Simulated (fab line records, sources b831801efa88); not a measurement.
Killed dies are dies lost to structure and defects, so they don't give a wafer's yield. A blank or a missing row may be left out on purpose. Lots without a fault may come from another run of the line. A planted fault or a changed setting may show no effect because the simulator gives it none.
fab line records | flow sky130
record lots=12 wafers=36 last_day=51
route steps=708 shown RES_XHIGH@360 LI_CONTACT@382 CONTACT@410
lots that met no fault: from a run of the same line without faults
start_h: hours from the record's first day to the start of the lot's first wafer shown | wait_h: hours since the lot's step before | " the same as in the row above | L1.1+2: a row that stands for several wafers | - no value, or no start given | * or withheld: withheld | < > ~ a bound
route shown NAME@n: a module of which the file shows steps, and the number in the route of the first | usual: mean/standard deviation of fault-free wafers | same: alike in all rows | chamber/n: place in a boat | sites: the reading at each site | _std_site: their standard deviation | _edge_site: outer sites' mean less inner sites' | radius_mm: how far each site lies from the wafer's centre | mask NAME#n: copy n | behind: the tool/chamber that last shaped the wafer | hold: why the lot was held/for how many hours/how that ended | device: the transistor (n, p or np) that didn't switch | end of line: the same wafers' tests at the end of the route | a step without rows: its recipe alone | killed: dies lost to structure and defects at the first sort, not the wafer's yield | map: a wafer's dies, x killed, . not, _ none there
set.NAME: the setting as run; set.NAME@STEP: as run at that earlier step | model.NAME: the simulator's own value behind a step, which no gauge read
steps of the route over a sample of lots; a table a step, a row a wafer
services: from which hour (start_h, from the record's first day; less than 0 if before it) a tool's chamber was out of use, for how many hours, and why
## steps
# step SKY_SD_N_RS_MEAS_18
# recipe thk_meas_gauge=four-point-probe
# usual RES_XHIGH_RS=332.9/1.3
# columns lot.wafer tool chamber start_h wait_h RES_XHIGH_RS[ohm/sq]
L449.2 film_metro-02 - 680.72 0.1 332.5
L449.3 " - " " 332.3
L449.4 " - " " 334.3
L452.1 film_metro-02 - 695.40 0.1 332.7
L452.2 " - " " 334.2
L452.3 " - " " 332.7
L451.2 film_metro-01 - 698.33 0.1 333.2
L451.5 " - " " 333.3
L451.6 " - " " 334.0
L454.1 film_metro-03 - 716.06 0.1 332.2
L454.5 " - " " 332.5
L454.6 " - " " 331.4
L455.3 film_metro-02 - 725.15 0.1 334.2
L455.4 " - " " 333.5
L455.6 " - " " 333.2
L462.1 film_metro-02 - 784.50 0.1 331.8
L462.4 " - " " 331.9
L462.5 " - " " 330.8
L463.1 film_metro-01 - 791.22 0.1 333.4
L463.3 " - " " 333.1
L463.4 " - " " 333.8
L466.2 film_metro-01 - 804.08 0.1 333.5
L466.3 " - " " 335.0
L466.5 " - " " 335.2
L467.1 film_metro-02 - 815.27 0.1 334.2
L467.2 " - " " 334.4
L467.6 " - " " 334.0
L468.1 film_metro-02 - 819.96 0.1 332.9
L468.5 " - " " 333.1
L468.6 " - " " 333.5
L470.1 film_metro-03 - 839.30 0.1 330.9
L470.2 " - " " 330.6
L470.4 " - " " 330.6
L472.1 film_metro-03 - 843.65 0.1 334.0
L472.2 " - " " 333.5
L472.4 " - " " 332.8
# step SKY_LI_CONTACT_SPUTTER_20
# recipe material=TiN target_thk_nm=20 chamber_pressure_pa=5 power_w=4000 time_s=80
# usual throttle_valve_pct=30.0/0.96
# columns lot.wafer tool chamber start_h wait_h throttle_valve_pct
L449.2 pvd_sputter-04 - 710.83 0.0 30.1
L449.3 " - " " 29.6
L449.4 " - " " 30.8
L452.1 pvd_sputter-01 - 724.84 0.0 31.1
L452.2 " - " " 30.2
L452.3 " - " " 28.6
L451.2 pvd_sputter-01 - 728.28 0.0 30.5
L451.5 " - " " 29.9
L451.6 " - " " 31.0
L454.1 pvd_sputter-02 - 745.09 0.0 30.6
L454.5 " - " " 30.2
L454.6 " - " " 30.5
L455.3 pvd_sputter-01 - 754.83 0.0 31.0
L455.4 " - " " 29.9
L455.6 " - " " 28.2
L462.1 pvd_sputter-01 - 812.99 0.0 31.0
L462.4 " - " " 29.9
L462.5 " - " " 30.1
L463.1 pvd_sputter-01 - 819.73 0.0 30.1
L463.3 " - " " 30.9
L463.4 " - " " 30.2
L466.2 pvd_sputter-04 - 832.19 0.0 30.6
L466.3 " - " " 29.4
L466.5 " - " " 31.4
L467.1 pvd_sputter-04 - 843.78 0.0 30.8
L467.2 " - " " 31.5
L467.6 " - " " 29.3
L468.1 pvd_sputter-04 - 847.50 0.0 30.0
L468.5 " - " " 31.1
L468.6 " - " " 30.1
L470.1 pvd_sputter-04 - 867.53 0.0 29.0
L470.2 " - " " 30.1
L470.4 " - " " 30.9
L472.1 pvd_sputter-02 - 871.10 0.0 30.6
L472.2 " - " " 30.0
L472.4 " - " " 28.2
# step SKY_CONTACT_CMP_04
# recipe material=SiO2 down_force_psi=4 platen_rpm=60 pad_velocity_m_s=0.94248
# usual head_pressure_psi=4.001/0.0088 motor_current_A=11.5/0.72 slurry_flow_ml_min=150.0/0.46 time_to_endpoint_s=84/3.8
# columns lot.wafer tool chamber start_h wait_h head_pressure_psi motor_current_A slurry_flow_ml_min time_to_endpoint_s
L449.4 cmp-01 1 741.15 0.0 3.991 11.4 150.2 89
L449.2 " 2 " " 4.004 11.4 150.2 81
L449.3 " 3 " " 4.004 12.8 150.3 87
L452.3 cmp-02 3 755.12 0.1 3.990 11.8 149.9 82
L452.2 " 0 " " 4.001 10.8 150.0 86
L452.1 " 1 " " 4.003 11.4 149.0 82
L451.2 cmp-02 0 760.41 0.0 4.003 11.1 149.7 81
L451.6 " 0 " " 4.002 10.5 149.5 81
L451.5 " 1 " " 4.015 11.2 149.7 80
L454.1 cmp-02 0 774.63 0.1 1.740 6.7 149.4 107
L454.5 " 3 " " 1.738 7.2 149.9 108
L454.6 " 0 " " 1.758 7.0 150.4 110
L455.3 cmp-02 2 784.91 0.0 1.739 7.0 150.0 107
L455.4 " 1 " " 1.753 6.7 149.8 108
L455.6 " 2 " " 1.745 6.8 149.5 111
L462.4 cmp-01 2 841.75 0.1 4.003 11.2 149.3 80
L462.1 " 3 " " 3.991 12.6 149.9 89
L462.5 " 0 " " 3.994 11.5 149.9 81
L463.1 cmp-02 2 848.57 0.1 3.982 11.1 150.5 83
L463.4 " 3 " " 4.014 10.2 150.0 87
L463.3 " 1 " " 3.985 11.5 150.3 89
L466.2 cmp-02 0 861.10 0.1 4.004 9.9 150.5 81
L466.3 " 1 " " 4.005 12.2 149.8 82
L466.5 " 0 " " 3.994 10.7 150.3 81
L467.2 cmp-02 2 871.70 0.0 4.014 10.8 150.7 83
L467.1 " 0 " " 4.003 10.4 150.3 81
L467.6 " 2 " " 4.013 11.2 150.5 80
L468.1 cmp-02 3 876.66 0.1 4.000 11.3 150.3 79
L468.5 " 2 " " 4.008 10.9 150.6 82
L468.6 " 3 " " 4.002 11.4 150.3 77
L470.2 cmp-01 1 895.77 0.0 4.002 12.1 149.4 89
L470.4 " 2 " " 4.003 11.1 150.0 80
L470.1 " 0 " " 3.985 11.7 150.1 86
L472.1 cmp-02 1 899.66 0.1 4.007 12.4 149.9 81
L472.4 " 3 " " 4.015 11.1 150.1 83
L472.2 " 0 " " 4.002 10.1 149.7 86
# step SKY_CONTACT_BOW_MEAS_05
# recipe mode=bow
# usual CONTACT_BOW=82/6.7
# columns lot.wafer tool chamber start_h wait_h hold CONTACT_BOW[um]
L449.2 film_metro-03 - 741.47 0.2 - 86
L449.3 " - " " - 87
L449.4 " - " " - 85
L452.1 film_metro-02 - 755.37 0.1 - 85
L452.2 " - " " - 80
L452.3 " - " " - 78
L451.2 film_metro-02 - 760.77 0.3 - 62
L451.5 " - " " - 80
L451.6 " - " " - 74
L454.1 film_metro-03 - 774.88 0.2 await_dispo/0.2h/release 93
L454.5 " - " " await_dispo/0.2h/release 83
L454.6 " - " " await_dispo/0.2h/release 94
L454.1 film_metro-03 - 775.17 0.3 - -
L454.5 " - " " - -
L454.6 " - " " - -
L455.3 film_metro-03 - 785.25 0.3 await_dispo/0.2h/release 85
L455.4 " - " " await_dispo/0.2h/release 83
L455.6 " - " " await_dispo/0.2h/release 93
L455.3 film_metro-03 - 785.68 0.4 - -
L455.4 " - " " - -
L455.6 " - " " - -
L462.1 film_metro-04 - 841.95 0.1 - 97
L462.4 " - " " - 75
L462.5 " - " " - 90
L463.1 film_metro-03 - 848.87 0.2 - 88
L463.3 " - " " - 94
L463.4 " - " " - 77
L466.2 film_metro-03 - 861.37 0.2 - 94
L466.3 " - " " - 85
L466.5 " - " " - 82
L467.1 film_metro-02 - 872.00 0.1 - 82
L467.2 " - " " - 83
L467.6 " - " " - 72
L468.1 film_metro-02 - 876.91 0.2 - 81
L468.5 " - " " - 80
L468.6 " - " " - 78
L470.1 film_metro-03 - 896.07 0.1 - 86
L470.2 " - " " - 75
L470.4 " - " " - 86
L472.1 film_metro-04 - 899.96 0.2 - 75
L472.2 " - " " - 90
L472.4 " - " " - 87
# step SKY_CONTACT_ETCH_17
# recipe target=SiO2 chemistry=C4F8/O2/Ar stop_on=Si3N4 mask_material=KrF-thick source_w=1500 bias_w=1200 pressure_mtorr=40 c4f8_flow_sccm=withheld O2_flow_sccm=6 Ar_flow_sccm=300 time_s=withheld target_depth_a=3400
# usual chamber_pressure_mTorr=40.00/0.035 oes_product_au=0.891/0.0045
# columns lot.wafer tool chamber start_h wait_h chamber_pressure_mTorr oes_product_au
L449.2 rie_diel-04 2 769.33 0.0 40.00 0.892
L449.3 " 0 " " 40.05 0.904
L449.4 " 1 " " 40.02 0.894
L452.1 rie_diel-02 3 784.05 0.0 39.99 0.885
L452.2 " 1 " " 39.99 0.898
L452.3 " 0 " " 39.96 0.893
L451.2 rie_diel-02 0 788.48 0.0 39.96 0.884
L451.5 " 1 " " 39.89 0.895
L451.6 " 2 " " 39.96 0.889
L462.1 rie_diel-01 1 868.43 0.0 39.96 0.895
L462.4 " 2 " " 39.93 0.887
L462.5 " 2 " " 40.01 0.886
L463.1 rie_diel-02 2 875.63 0.0 39.93 0.892
L463.3 " 2 " " 39.99 0.898
L463.4 " 0 " " 39.99 0.887
L466.2 rie_diel-01 2 887.83 0.0 40.02 0.896
L466.3 " 3 " " 39.97 0.889
L466.5 " 0 " " 40.04 0.893
L467.1 rie_diel-02 2 898.63 0.0 40.04 0.893
L467.2 " 1 " " 40.01 0.892
L467.6 " 3 " " 40.05 0.882
L468.1 rie_diel-04 2 903.28 0.0 40.00 0.887
L468.5 " 3 " " 39.98 0.889
L468.6 " 2 " " 39.90 0.888
L470.1 rie_diel-04 0 921.63 0.0 39.98 0.891
L470.2 " 2 " " 40.01 0.893
L470.4 " 1 " " 39.98 0.888
L472.1 rie_diel-01 1 926.08 0.0 39.96 0.895
L472.2 " 0 " " 40.04 0.892
L472.4 " 2 " " 40.01 0.888
## services
# columns tool chamber start_h hours kind
pvd_sputter-01 - 708.48 3.5 repair
cmp-02 - 718.95 16.1 repair
cmp-01 - 726.09 2.9 repair
rie_diel-04 1 734.66 13.8 repair
pvd_sputter-04 - 736.03 3.5 repair
cmp-02 - 744.37 4.0 pm
cmp-01 - 750.41 0.6 repair
cmp-01 - 754.43 0.5 repair
rie_diel-02 - 758.75 0.4 repair
cmp-01 - 760.50 2.1 repair
rie_diel-02 2 779.35 3.5 repair
pvd_sputter-01 - 782.79 2.8 repair
cmp-01 - 798.78 2.6 repair
cmp-01 - 831.87 7.3 repair
cmp-02 - 839.22 6.5 pm
cmp-01 - 845.76 2.5 pm
pvd_sputter-04 - 851.03 2.2 repair
rie_diel-02 - 865.48 1.3 repair
rie_diel-02 3 869.92 11.1 repair
cmp-01 - 874.61 2.9 repair
rie_diel-01 1 874.72 30.3 repair
rie_diel-02 1 875.36 3.0 repair
pvd_sputter-04 - 883.97 4.0 repair
rie_diel-02 - 901.21 2.5 repair
## key
first_sign step=SKY_CONTACT_CMP_04 reading=head_pressure_psi direction=down sigmas=99+ usual=4.001 struck=1.745
effect step=SKY_CONTACT_CMP_04 reading=time_to_endpoint_s direction=up sigmas=6.6 usual=* struck=*
effect step=SKY_CONTACT_BOW_MEAS_05 reading=visit direction=added
met_at SKY_CONTACT_CMP_04
struck_lots L454,L455
scrapped_behind SKY_CONTACT_BOW_MEAS_05 L454.1,L454.5,L454.6,L455.3,L455.4,L455.6
not_acting_at SKY_SD_N_RS_MEAS_18,SKY_LI_CONTACT_SPUTTER_20,SKY_CONTACT_ETCH_17
onset_between 760.41 774.63
fault kind=process_parameter_drift tool=cmp-02 chamber=- onset_h=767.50 steps=SKY_CONTACT_CMP_04 channel=down_force_psi offset=-2.2491 shape=step end_h=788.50 acts_in=these_recipes_only stated=4
